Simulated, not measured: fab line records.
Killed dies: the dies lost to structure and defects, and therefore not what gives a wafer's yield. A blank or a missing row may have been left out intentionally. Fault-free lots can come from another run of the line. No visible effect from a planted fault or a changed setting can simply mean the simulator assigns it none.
fab line records | flow sky130
[record] lots = 7 wafers = 21 last_day = 50
route steps=708 shown METAL4@627 VIA4@639 PAD_OPEN@708
lots that met no fault: from a run of the same line without faults
start_h: hours from the record's first day to the start of the lot's first wafer shown | wait_h: hours elapsed since this lot's preceding step | " same as the row above | L1.1+2: a row that stands for several wafers | - value missing, or start not given | * or withheld: withheld | < > ~ a bound
route shown NAME@n: a module of which the file shows steps, and the number in the route of the first | usual: average and standard deviation across the fault-free wafers | same: alike in all rows | chamber/n: place in a boat | sites: per-site readings | _std_site: standard deviation of those values | _edge_site: outer sites' mean less inner sites' | radius_mm: how far each site lies from the wafer's centre | mask NAME#n: copy n | behind: the tool/chamber that last shaped the wafer | hold: the reason the lot was held/the length of the hold in hours/how it ended | device: the transistor (n, p or np) that didn't switch | end of line: the same wafers' tests at the end of the route | for a step that has no rows: nothing shown but its recipe | killed: count of dies lost to structure and defects at first sort (not the wafer's yield) | map: dies across one wafer; x = killed, . = not, _ = none there
set.NAME: the setting the step ran with; set.NAME@STEP: the setting that earlier step ran with | model.NAME: the simulator's own value behind a step, which no gauge read
a table for each step, a row for each wafer; lots at some steps of the route
services: the hour from which a tool's chamber was out of use, counted from the record's first day as start_h (under 0 if before that day), plus the number of hours and why
[[steps]]
[step SKY_METAL4_PEB_11]
[recipe] peb_temp_c = withheld peb_time_s = withheld resist = KrF-thick
[step SKY_METAL4_DEVELOP_12]
[recipe] develop_time_s = 60 resist = KrF-thick dev_temp_c = 21
[step SKY_METAL4_CD_MEAS_13]
[recipe] target_cd_nm = 300
[usual] cd_nm = 300.3/1.3
// columns lot.wafer tool chamber start_h wait_h cd_nm
L750.4 cd_sem-01 - 997.06 - 300.3
L750.5 " - " " 301.6
L750.6 " - " " 300.4
L756.2 cd_sem-02 - 1040.68 - 300.7
L756.4 " - " " 300.2
L756.5 " - " " 301.7
L758.3 cd_sem-01 - 1056.40 - 299.2
L758.4 " - " " 300.0
L758.5 " - " " 298.5
L757.1 cd_sem-02 - 1062.55 - 300.2
L757.2 " - " " 301.6
L757.3 " - " " 301.7
L761.1 cd_sem-02 - 1090.96 - 301.4
L761.3 " - " " 300.6
L761.4 " - " " 300.1
L763.2 cd_sem-01 - 1106.88 - 300.7
L763.4 " - " " 302.5
L763.6 " - " " 300.0
L767.1 cd_sem-01 - 1125.76 - 299.9
L767.2 " - " " 299.5
L767.6 " - " " 299.5
[step SKY_METAL4_OVL_MEAS_14]
[usual] METAL4_OVL = 1/5.1
// columns lot.wafer tool chamber start_h wait_h METAL4_OVL[nm]
L750.4 overlay-01 - 997.14 0.1 -1
L750.5 " - " " -4
L750.6 " - " " -4
L756.2 overlay-01 - 1040.79 0.1 2
L756.4 " - " " -4
L756.5 " - " " 5
L758.3 overlay-01 - 1056.50 0.1 9
L758.4 " - " " 5
L758.5 " - " " 4
L757.1 overlay-01 - 1062.67 0.1 -1
L757.2 " - " " -1
L757.3 " - " " -4
L761.1 overlay-02 - 1091.08 0.1 0
L761.3 " - " " 12
L761.4 " - " " 4
L763.2 overlay-01 - 1106.99 0.1 4
L763.4 " - " " 4
L763.6 " - " " -3
L767.1 overlay-02 - 1125.88 0.1 5
L767.2 " - " " 2
L767.6 " - " " 1
[step SKY_METAL4_DESCUM_15]
[recipe] chemistry = O2 source_power_w = 150 bias_power_w = 0 pressure_mtorr = 10 temp_c = 40 time_s = 8
[usual] chamber_pressure_mTorr = 9.999/0.0093 drypump_motor_current_A = 5.5/0.43 oes_product_au = 1.001/0.0093
// columns lot.wafer tool chamber start_h wait_h chamber_pressure_mTorr drypump_motor_current_A oes_product_au rf_hours_counter_h
L750.4 rie_metal-03 1 997.17 0.0 10.010 6.3 1.009 -
L750.5 " 1 " " 9.978 6.3 1.006 -
L750.6 " 0 " " 9.991 5.4 1.012 -
L756.2 rie_metal-01 1 1040.82 0.0 10.012 5.7 0.995 8
L756.4 " 0 " " 10.015 5.3 1.009 -
L756.5 " 1 " " 9.999 5.7 0.989 -
L758.3 rie_metal-01 0 1056.53 0.0 10.006 5.3 0.990 -
L758.4 " 1 " " 9.995 5.7 0.998 -
L758.5 " 0 " " 9.984 5.3 1.007 -
L757.1 rie_metal-03 0 1062.71 0.0 9.983 5.5 1.017 15
L757.2 " 1 " " 9.999 6.3 1.009 10
L757.3 " 1 " " 10.007 6.3 1.017 -
L761.1 rie_metal-01 1 1091.12 0.0 10.009 5.7 0.985 10
L761.3 " 0 " " 9.998 5.3 1.005 -
L761.4 " 1 " " 10.000 5.7 0.996 -
L763.2 rie_metal-01 1 1107.02 0.0 10.000 5.7 0.997 11
L763.4 " 1 " " 10.000 5.7 0.997 -
L763.6 " 1 " " 10.015 5.7 0.991 -
L767.1 rie_metal-03 1 1125.92 0.0 10.000 6.3 1.002 15
L767.2 " 0 " " 9.996 5.4 1.002 20
L767.6 " 1 " " 10.000 6.3 1.007 -
[step SKY_METAL4_ETCH_16]
[recipe] chemistry = N2/H2 target = BARC ion_energy_ev = 200 bias_w = 100 pressure_mtorr = 30 n2_flow_sccm = 100 h2_flow_sccm = 200 icp_w = 500 stop_on = SiO2 time_s = 88.2 target_depth_a = 600
[usual] chamber_pressure_mTorr = 30.001/0.026 drypump_motor_current_A = 5.5/0.42 oes_product_au = 0.627/0.0044 throttle_valve_pct = 13.206/0.0089
// columns lot.wafer tool chamber start_h wait_h chamber_pressure_mTorr drypump_motor_current_A oes_product_au rf_hours_counter_h throttle_valve_pct
L750.4 rie_metal-03 1 997.22 0.0 29.976 6.4 0.625 - 13.190
L750.5 " 1 " " 29.987 6.3 0.623 - 13.212
L750.6 " 0 " " 30.036 5.4 0.630 - 13.209
L756.2 rie_metal-01 1 1040.85 0.0 30.046 5.7 0.622 8 13.198
L756.4 " 0 " " 30.025 5.3 0.632 - 13.197
L756.5 " 1 " " 29.975 5.7 0.623 - 13.195
L758.3 rie_metal-01 0 1056.58 0.0 30.034 5.3 0.636 - 13.203
L758.4 " 1 " " 30.025 5.7 0.627 - 13.201
L758.5 " 0 " " 30.002 5.3 0.622 - 13.209
L757.1 rie_metal-03 0 1062.74 0.0 29.980 5.4 0.626 15 13.207
L757.2 " 1 " " 30.010 6.3 0.629 10 13.190
L757.3 " 1 " " 29.935 6.3 0.636 - 13.207
L761.1 rie_metal-01 1 1091.15 0.0 29.999 5.7 0.625 10 13.205
L761.3 " 0 " " 29.996 5.3 0.617 - 13.204
L761.4 " 1 " " 30.019 5.7 0.624 - 13.211
L763.2 rie_metal-01 1 1107.05 0.0 29.955 5.7 0.631 11 13.227
L763.4 " 1 " " 30.030 5.7 0.627 - 13.215
L763.6 " 1 " " 29.988 5.7 0.630 - 13.192
L767.1 rie_metal-03 1 1125.95 0.0 30.022 6.3 0.628 15 13.191
L767.2 " 0 " " 29.973 5.4 0.625 20 13.210
L767.6 " 1 " " 30.057 6.3 0.617 - 13.213
[step SKY_METAL4_ETCH_17]
[recipe] target = SiO2 stop_on = TiN chemistry = C4F8/O2/Ar source_w = 1500 bias_w = 1200 pressure_mtorr = 40 c4f8_flow_sccm = withheld O2_flow_sccm = 6 Ar_flow_sccm = 300 time_s = 3.9 target_depth_a = 150
[usual] chamber_pressure_mTorr = 40.00/0.039 oes_product_au = 0.750/0.0071
// columns lot.wafer tool chamber start_h wait_h chamber_pressure_mTorr oes_product_au rf_hours_counter_h
L750.4 rie_diel-03 1 997.29 0.0 40.05 0.748 14
L750.5 " 1 " " 40.00 0.752 -
L750.6 " 2 " " 40.02 0.756 -
L756.2 rie_diel-03 2 1040.95 0.1 40.05 0.743 17
L756.4 " 3 " " 39.95 0.748 6
L756.5 " 1 " " 39.97 0.761 -
L758.3 rie_diel-03 3 1056.65 0.0 39.98 0.754 7
L758.4 " 2 " " 40.04 0.750 17
L758.5 " 2 " " 40.02 0.742 -
L757.1 rie_diel-03 1 1062.84 0.1 40.00 0.749 15
L757.2 " 2 " " 40.02 0.750 18
L757.3 " 0 " " 40.10 0.748 10
L761.1 rie_diel-02 3 1091.25 0.1 39.95 0.751 28
L761.3 " 0 " " 40.04 0.735 28
L761.4 " 2 " " 40.00 0.761 8
L763.2 rie_diel-01 1 1107.15 0.1 39.98 0.754 16
L763.4 " 0 " " 40.04 0.759 7
L763.6 " 2 " " 39.97 0.756 -
L767.1 rie_diel-03 3 1126.05 0.1 39.97 0.742 9
L767.2 " 2 " " 40.01 0.748 20
L767.6 " 3 " " 40.01 0.742 -
[step SKY_METAL4_METAL_ETCH_18]
[recipe] target_depth_a = 8450 stop_on = SiO2 over_etch_frac = 0.3 time_s = 183.1 chemistry = Cl2/BCl3 resist_sidewall_deg = 88 pressure_mtorr = 10 icp_w = 900 bias_w = 48.5 Cl2_flow_sccm = 60 bcl3_flow_sccm = 30
[step SKY_METAL4_STRIP_19]
[recipe] chemistry = O2/N2 power_w = 1400 pressure_mtorr = 1500 platen_temp_c = withheld o2_flow_sccm = 3000 n2_flow_sccm = 300 overash_fraction = 0.5
[usual] chamber_pressure_mTorr = 1499.8/1.4 drypump_motor_current_A = 5.6/0.33 oes_product_au = 0.502/0.0058 strip_time_to_endpoint_s = 6.52/0.072
// columns lot.wafer tool chamber start_h wait_h chamber_pressure_mTorr drypump_motor_current_A oes_product_au rf_hours_counter_h strip_time_to_endpoint_s
L750.4 plasma_asher-02 1 997.52 0.1 1500.0 5.0 0.502 - 6.52
L750.5 " 0 " " 1498.4 6.0 0.502 - 6.51
L750.6 " 1 " " 1499.7 5.0 0.503 - 6.45
L756.2 plasma_asher-02 1 1041.15 0.1 1497.4 5.0 0.509 61 6.56
L756.4 " 0 " " 1498.6 6.0 0.503 - 6.58
L756.5 " 0 " " 1499.6 6.0 0.507 - 6.63
L758.3 plasma_asher-02 1 1056.88 0.1 1498.4 5.0 0.505 - 6.50
L758.4 " 0 " " 1502.0 6.0 0.499 - 6.49
L758.5 " 0 " " 1497.3 5.9 0.499 - 6.54
L757.1 plasma_asher-04 1 1063.03 0.1 1497.5 5.8 0.501 32 6.58
L757.2 " 0 " " 1500.3 5.9 0.501 32 6.57
L757.3 " 0 " " 1498.9 5.8 0.492 - 6.54
L761.1 plasma_asher-04 1 1091.44 0.1 1499.4 5.8 0.495 34 6.51
L761.3 " 1 " " 1499.3 5.8 0.506 - 6.48
L761.4 " 0 " " 1499.0 5.8 0.504 - 6.55
L763.2 plasma_asher-04 1 1107.35 0.1 1499.4 5.8 0.500 36 6.51
L763.4 " 0 " " 1498.5 5.8 0.505 - 6.49
L763.6 " 0 " " 1497.2 5.8 0.503 - 6.41
L767.1 plasma_asher-03 1 1126.25 0.1 1499.7 5.5 0.496 100 6.47
L767.2 " 0 " " 1496.9 5.4 0.505 100 6.58
L767.6 " 0 " " 1500.1 5.4 0.506 - 6.56
[step SKY_METAL4_STRIP_20]
[recipe] chemistry = post_etch_residue_remover time_s = 1200 temp_c = 72.5
[step SKY_METAL4_CLEAN_21]
[recipe] chemistry = IPA time_s = 180 temp_c = 25
[step SKY_METAL4_CLEAN_22]
[recipe] chemistry = O3/DIW dry = n2_spin
[step SKY_VIA4_HDPCVD_00]
[recipe] material = SiO2 target_thk_nm = 1750 sigma_open_frac = 0.3 time_s = 291.7 temp_c = 400 sih4_flow_sccm = 60 pressure_mtorr = 6
// columns lot.wafer tool chamber start_h wait_h model.SiO2_of_VIA4_HDPCVD_00.thk_nm
L750.4 hdpcvd-01 1 998.16 0.1 1759
L750.5 " 0 " " 1760
L750.6 " 2 " " 1766
L756.2 hdpcvd-01 0 1041.74 0.0 1377
L756.4 " 0 " " 1391
L756.5 " 1 " " 1387
L758.3 hdpcvd-01 2 1057.47 0.0 1373
L758.4 " 1 " " 1388
L758.5 " 2 " " 1352
L757.1 hdpcvd-01 1 1063.76 0.0 1403
L757.2 " 2 " " 1371
L757.3 " 0 " " 1390
L761.1 hdpcvd-02 1 1092.24 0.0 1726
L761.3 " 2 " " 1755
L761.4 " 0 " " 1760
L763.2 hdpcvd-02 2 1107.94 0.0 1731
L763.4 " 0 " " 1726
L763.6 " 1 " " 1727
L767.1 hdpcvd-02 1 1126.84 0.0 1738
L767.2 " 2 " " 1728
L767.6 " 1 " " 1726
[step SKY_VIA4_THK_MEAS_01]
[recipe] reads = SiO2_of_VIA4_HDPCVD_00
[usual] VIA4_HDPCVD_THK = 1751/19
// columns lot.wafer tool chamber start_h wait_h VIA4_HDPCVD_THK[nm]
L750.4 film_metro-01 - 998.28 0.0 1760
L750.5 " - " " 1759
L750.6 " - " " 1767
L756.2 film_metro-01 - 1041.93 0.1 1377
L756.4 " - " " 1391
L756.5 " - " " 1388
L758.3 film_metro-01 - 1057.67 0.1 1372
L758.4 " - " " 1387
L758.5 " - " " 1352
L757.1 film_metro-01 - 1063.94 0.1 1402
L757.2 " - " " 1371
L757.3 " - " " 1391
L761.1 film_metro-01 - 1092.42 0.1 1724
L761.3 " - " " 1755
L761.4 " - " " 1759
L763.2 film_metro-04 - 1108.13 0.1 1728
L763.4 " - " " 1726
L763.6 " - " " 1726
L767.1 film_metro-01 - 1127.02 0.1 1738
L767.2 " - " " 1729
L767.6 " - " " 1726
[step SKY_VIA4_CMP_02]
[recipe] material = SiO2 down_force_psi = 4 platen_rpm = 60 pad_velocity_m_s = 0.94248
[usual] motor_current_A = 11.8/0.93 slurry_filter_dp_kPa = 13.51/0.13
// columns lot.wafer tool chamber start_h wait_h motor_current_A slurry_filter_dp_kPa
L750.4 cmp-01 3 998.31 0.0 11.5 13.54
L750.5 " 3 " " 10.9 13.59
L750.6 " 0 " " 12.6 13.52
L756.4 cmp-01 1 1041.98 0.0 10.7 13.57
L756.2 " 0 " " 12.9 13.30
L756.5 " 2 " " 13.8 13.72
L758.3 cmp-02 2 1057.95 0.3 11.8 13.54
L758.4 " 0 " " 12.5 13.57
L758.5 " 1 " " 10.6 13.37
L757.2 cmp-01 0 1064.00 0.0 12.7 13.51
L757.1 " 2 " " 13.7 13.46
L757.3 " 3 " " 11.2 13.37
L761.4 cmp-02 1 1092.48 0.0 11.3 13.63
L761.1 " 2 " " 11.9 13.56
L761.3 " 3 " " 11.5 13.40
L763.4 cmp-02 2 1108.28 0.1 11.3 13.32
L763.2 " 3 " " 11.3 13.61
L763.6 " 0 " " 11.4 13.50
L767.2 cmp-02 0 1127.14 0.1 11.3 13.60
L767.1 " 3 " " 11.5 13.30
L767.6 " 1 " " 11.3 13.40
[step SKY_PAD_OPEN_PROBE_99]
[usual] defect_limited_yield = 82.5/1.9 killed_at_M0_to_M3 = 44/7.2 killed_at_M4_up = 3.0/1.8 killed_at_contacts = 24/5.4 killed_at_front_end = 14/4.4 killed_at_other = 0.4/0.64 killed_dies = 86/9.4 killed_open = 47/7.7 killed_short = 39/5.8 sort_bin_3_pad_short = 0.9/0.38 sort_bin_5_function = 10.3/1.4 sort_bin_6_memory = 6.4/1.2 sort_n_pass = 406/9.4 sort_yield_pct = 82.5/1.9
[same] gross_dies = 492 killed_at_back_side = 0 sort_bin_4_leakage[%] = 0 sort_bin_8_speed[%] = 0
// columns lot.wafer tool chamber start_h wait_h defect_limited_yield[%] killed_at_M0_to_M3 killed_at_M4_up killed_at_contacts killed_at_front_end killed_at_other killed_dies killed_open killed_short sort_bin_3_pad_short[%] sort_bin_5_function[%] sort_bin_6_memory[%] sort_n_pass sort_yield_pct[%] model.etest.met5_comb.leak_log10_a_um
L750.4 prober-02 - 1089.56 0.2 82.5 47 7 16 16 0 86 43 43 1.0 9.8 6.7 406 82.5 -12.07
L750.5 prober-02 - 1089.61 0.2 81.3 39 3 23 27 0 92 48 44 1.0 10.2 7.5 400 81.3 -11.92
L750.6 prober-02 - 1089.66 0.2 84.1 28 3 28 19 0 78 51 27 0.8 10.8 4.3 414 84.1 -12.15
L756.2 prober-01 - 1130.66 0.1 81.3 51 2 26 12 1 92 62 30 1.0 10.4 7.3 400 81.3 -11.61
L756.4 prober-01 - 1130.76 0.2 83.7 45 2 26 7 0 80 46 34 0.8 9.8 5.7 412 83.7 -11.82
L756.5 prober-01 - 1130.81 0.2 80.9 48 5 29 12 0 94 49 45 0.6 10.8 7.7 398 80.9 -11.95
L758.3 prober-01 - 1142.33 0.2 82.3 36 10 24 17 0 87 56 31 0.2 12.6 4.9 405 82.3 -11.75
L758.4 prober-01 - 1142.38 0.2 81.9 42 1 32 14 0 89 51 38 1.2 10.2 6.7 403 81.9 -12.01
L758.5 prober-01 - 1142.43 0.2 82.9 45 4 21 14 0 84 40 44 1.0 10.6 5.5 408 82.9 -10.72
L757.1 prober-02 - 1149.13 0.1 83.7 43 4 16 17 0 80 38 42 0.8 8.3 7.1 412 83.7 -11.91
L757.2 prober-02 - 1149.18 0.1 81.3 51 1 23 17 0 92 47 44 0.6 9.3 8.7 400 81.3 -11.6
L757.3 prober-02 - 1149.23 0.2 80.9 53 0 19 21 1 94 53 40 1.0 10.8 7.3 398 80.9 -11.76
L761.1 prober-01 - 1172.17 0.1 80.7 43 2 28 21 1 95 55 40 1.2 11.4 6.7 397 80.7 -11.86
L761.3 prober-01 - 1172.27 0.2 82.9 41 3 21 19 0 84 43 41 0.8 9.3 6.9 408 82.9 -12.17
L761.4 prober-01 - 1172.32 0.2 84.3 46 1 17 13 0 77 44 33 0.2 8.7 6.7 415 84.3 -12.1
L763.2 prober-01 - 1186.77 0.1 83.3 38 3 29 12 0 82 45 37 0.6 9.1 6.9 410 83.3 -11.91
L763.4 prober-01 - 1186.87 0.2 87.6 35 5 11 10 0 61 30 28 1.0 7.9 3.5 431 87.6 -12.23
L763.6 prober-01 - 1186.97 0.2 84.1 40 2 21 15 0 78 27 49 1.0 8.5 6.3 414 84.1 -12.1
L767.1 prober-02 - 1201.33 0.1 82.1 44 1 31 12 0 88 53 35 1.0 9.8 7.1 404 82.1 -11.86
L767.2 prober-02 - 1201.38 0.1 85.0 30 4 29 11 0 74 40 34 0.6 8.3 6.1 418 85.0 -11.87
L767.6 prober-02 - 1201.58 0.2 85.0 39 4 16 15 0 74 37 37 0.6 8.3 6.1 418 85.0 -12.02
// killed by level:class
L750.4 VIA2:geometric_particle:open=12 METAL2:geometric_particle:short=9 VIA1:geometric_particle:open=6 VIA3:geometric_particle:short=6 CONTACT:geometric_particle:open=6 POLY_GATE:geometric_particle:open=5 METAL1:geometric_particle:short=5 FIELD_ISO:geometric_particle:short=4
L750.5 POLY_GATE:geometric_particle:short=8 CONTACT:geometric_particle:open=8 VIA1:geometric_particle:open=8 VIA2:geometric_particle:open=8 FIELD_ISO:geometric_particle:short=7 METAL1:geometric_particle:short=6 POLY_GATE:geometric_particle:open=5 LI_CONTACT:geometric_particle:open=5
L750.6 VIA3:geometric_particle:open=11 CONTACT:geometric_particle:open=11 LI_CONTACT:geometric_particle:open=9 VIA1:geometric_particle:open=7 POLY_GATE:geometric_particle:open=5 POLY_GATE:geometric_particle:short=5 FIELD_ISO:geometric_particle:open=4 FIELD_ISO:geometric_particle:short=4
L756.2 VIA1:geometric_particle:open=21 CONTACT:geometric_particle:open=13 METAL2:geometric_particle:short=8 VIA3:geometric_particle:open=7 LI_CONTACT:geometric_particle:open=6 VIA1:geometric_particle:short=5 FIELD_ISO:geometric_particle:open=4 CONTACT:geometric_particle:short=4
L756.4 LI_CONTACT:geometric_particle:open=10 CONTACT:geometric_particle:open=9 METAL2:geometric_particle:short=8 VIA1:geometric_particle:open=8 VIA3:geometric_particle:open=7 METAL1:geometric_particle:short=6 VIA3:geometric_particle:short=4 CONTACT:geometric_particle:short=4
L756.5 LI_CONTACT:geometric_particle:open=11 CONTACT:geometric_particle:open=8 METAL1:geometric_particle:short=8 VIA1:geometric_particle:short=7 VIA3:geometric_particle:open=7 CONTACT:geometric_particle:short=6 VIA1:geometric_particle:open=5 METAL2:geometric_particle:short=5
L758.3 CONTACT:geometric_particle:open=15 VIA3:geometric_particle:open=9 FIELD_ISO:geometric_particle:open=7 METAL4:geometric_particle:short=7 LI_CONTACT:geometric_particle:open=6 VIA1:geometric_particle:open=6 METAL2:geometric_particle:short=5 POLY_GATE:geometric_particle:open=3
L758.4 CONTACT:geometric_particle:open=12 VIA1:geometric_particle:open=9 FIELD_ISO:geometric_particle:open=7 LI_CONTACT:geometric_particle:open=7 VIA3:geometric_particle:open=6 METAL1:geometric_particle:short=5 FIELD_ISO:geometric_particle:short=4 LI_CONTACT:geometric_particle:short=4
L758.5 CONTACT:geometric_particle:open=12 VIA1:geometric_particle:open=10 METAL1:geometric_particle:short=6 VIA2:geometric_particle:short=6 VIA1:geometric_particle:short=5 VIA2:geometric_particle:open=5 VIA3:geometric_particle:open=5 POLY_CUT:geometric_particle:short=4
L757.1 VIA1:geometric_particle:open=14 POLY_GATE:geometric_particle:short=10 VIA1:geometric_particle:short=10 VIA2:geometric_particle:open=7 LI_CONTACT:geometric_particle:open=5 CONTACT:geometric_particle:open=5 METAL2:geometric_particle:short=5 METAL4:geometric_particle:short=4
L757.2 VIA1:geometric_particle:open=18 METAL2:geometric_particle:short=9 VIA2:geometric_particle:open=8 VIA1:geometric_particle:short=7 FIELD_ISO:geometric_particle:open=5 LI_CONTACT:geometric_particle:short=5 CONTACT:geometric_particle:open=5 FIELD_ISO:geometric_particle:short=4
L757.3 VIA1:geometric_particle:open=14 CONTACT:geometric_particle:open=8 VIA2:geometric_particle:open=8 VIA1:geometric_particle:short=7 FIELD_ISO:geometric_particle:short=5 POLY_GATE:geometric_particle:short=5 LI_CONTACT:geometric_particle:open=5 POLY_GATE:geometric_particle:open=4
L761.1 VIA1:geometric_particle:open=14 LI_CONTACT:geometric_particle:open=9 CONTACT:geometric_particle:open=8 VIA2:geometric_particle:open=8 VIA3:geometric_particle:open=7 POLY_GATE:geometric_particle:short=6 CONTACT:geometric_particle:short=6 METAL2:geometric_particle:short=6
L761.3 VIA1:geometric_particle:open=11 FIELD_ISO:geometric_particle:short=7 CONTACT:geometric_particle:open=7 CONTACT:geometric_particle:short=6 VIA2:geometric_particle:open=6 FIELD_ISO:geometric_particle:open=5 METAL2:geometric_particle:short=5 LI_CONTACT:geometric_particle:open=4
L761.4 VIA1:geometric_particle:open=13 CONTACT:geometric_particle:open=8 METAL1:geometric_particle:short=5 METAL2:geometric_particle:short=5 VIA2:geometric_particle:open=5 VIA1:geometric_particle:short=4 VIA2:geometric_particle:short=4 VIA3:geometric_particle:open=4
L763.2 CONTACT:geometric_particle:open=12 LI_CONTACT:geometric_particle:open=8 VIA1:geometric_particle:open=8 CONTACT:geometric_particle:short=7 METAL1:geometric_particle:short=7 VIA2:geometric_particle:open=5 FIELD_ISO:geometric_particle:short=4 VIA3:geometric_particle:short=4
L763.4 VIA1:geometric_particle:open=8 METAL2:geometric_particle:short=5 VIA1:geometric_particle:short=4 VIA2:geometric_particle:open=4 FIELD_ISO:geometric_particle:short=3 POLY_GATE:geometric_particle:open=3 LI_CONTACT:geometric_particle:open=3 LOCAL_INTERCONNECT:geometric_particle:short=3
L763.6 METAL2:geometric_particle:short=7 LOCAL_INTERCONNECT:geometric_particle:short=6 VIA3:geometric_particle:open=6 VIA1:geometric_particle:open=5 CONTACT:geometric_particle:open=5 CONTACT:geometric_particle:short=5 METAL1:geometric_particle:short=5 VIA1:geometric_particle:short=5
L767.1 VIA1:geometric_particle:open=13 CONTACT:geometric_particle:open=12 VIA3:geometric_particle:open=9 LI_CONTACT:geometric_particle:open=8 LOCAL_INTERCONNECT:geometric_particle:short=6 METAL1:geometric_particle:short=5 POLY_GATE:geometric_particle:open=4 CONTACT:geometric_particle:short=4
L767.2 CONTACT:geometric_particle:open=10 LI_CONTACT:geometric_particle:open=8 METAL2:geometric_particle:short=6 VIA2:geometric_particle:open=6 CONTACT:geometric_particle:short=5 LOCAL_INTERCONNECT:geometric_particle:short=4 FIELD_ISO:geometric_particle:open=3 POLY_GATE:geometric_particle:short=3
L767.6 VIA1:geometric_particle:open=10 CONTACT:geometric_particle:open=6 METAL2:geometric_particle:short=6 METAL1:geometric_particle:short=5 VIA2:geometric_particle:open=5 POLY_GATE:geometric_particle:short=4 LOCAL_INTERCONNECT:geometric_particle:short=4 FIELD_ISO:geometric_particle:open=3
[[services]]
// columns tool chamber start_h hours kind
cmp-02 - 983.60 8.9 pm
rie_metal-01 - 993.61 0.2 repair
hdpcvd-02 0 996.25 3.5 repair
rie_diel-01 2 997.33 4.7 repair
rie_diel-01 0 998.51 10.7 repair
rie_diel-02 2 999.43 5.8 repair
rie_diel-02 - 1003.64 0.3 repair
rie_metal-01 - 1003.69 1.4 pm
cmp-02 - 1013.64 2.5 repair
rie_diel-03 1 1019.52 4.4 repair
rie_diel-03 3 1021.57 12.0 repair
rie_diel-03 - 1032.03 0.6 repair
cmp-01 - 1037.63 0.6 repair
rie_metal-03 - 1038.25 0.4 repair
hdpcvd-02 0 1056.05 8.6 repair
plasma_asher-02 - 1060.20 0.7 repair
rie_metal-01 - 1062.38 15.6 pm
hdpcvd-02 2 1069.10 3.5 repair
cmp-01 - 1084.05 4.0 pm
hdpcvd-01 - 1084.11 5.5 pm
hdpcvd-01 2 1090.40 1.9 repair
cmp-02 - 1099.43 8.2 pm
cmp-01 - 1118.48 13.4 pm
rie_diel-03 1 1121.02 8.8 repair
[[key]]
[first_sign] step = SKY_VIA4_THK_MEAS_01 reading = VIA4_HDPCVD_THK direction = down sigmas = 19 usual = 1751 struck = 1381
effect none on later readings
[model_effect] step = SKY_VIA4_HDPCVD_00 value = SiO2_of_VIA4_HDPCVD_00.thk_nm without = 1758 struck = 1381
[model_effect] step = SKY_PAD_OPEN_PROBE_99 value = etest.met5_comb.leak_log10_a_um without = -11.98 struck = -11.68
met_at SKY_VIA4_HDPCVD_00
struck_wafers L756.2,L756.4,L756.5,L757.1,L757.2,L757.3,L758.3,L758.4,L758.5
onset_between 998.16 1041.74
[fault] kind = process_parameter_drift tool = hdpcvd-01 chamber = - onset_h = 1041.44 steps = SKY_VIA4_HDPCVD_00 channel = target_thk_nm offset = -376.56 shape = step end_h = 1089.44 acts_in = these_recipes_only stated = 1750
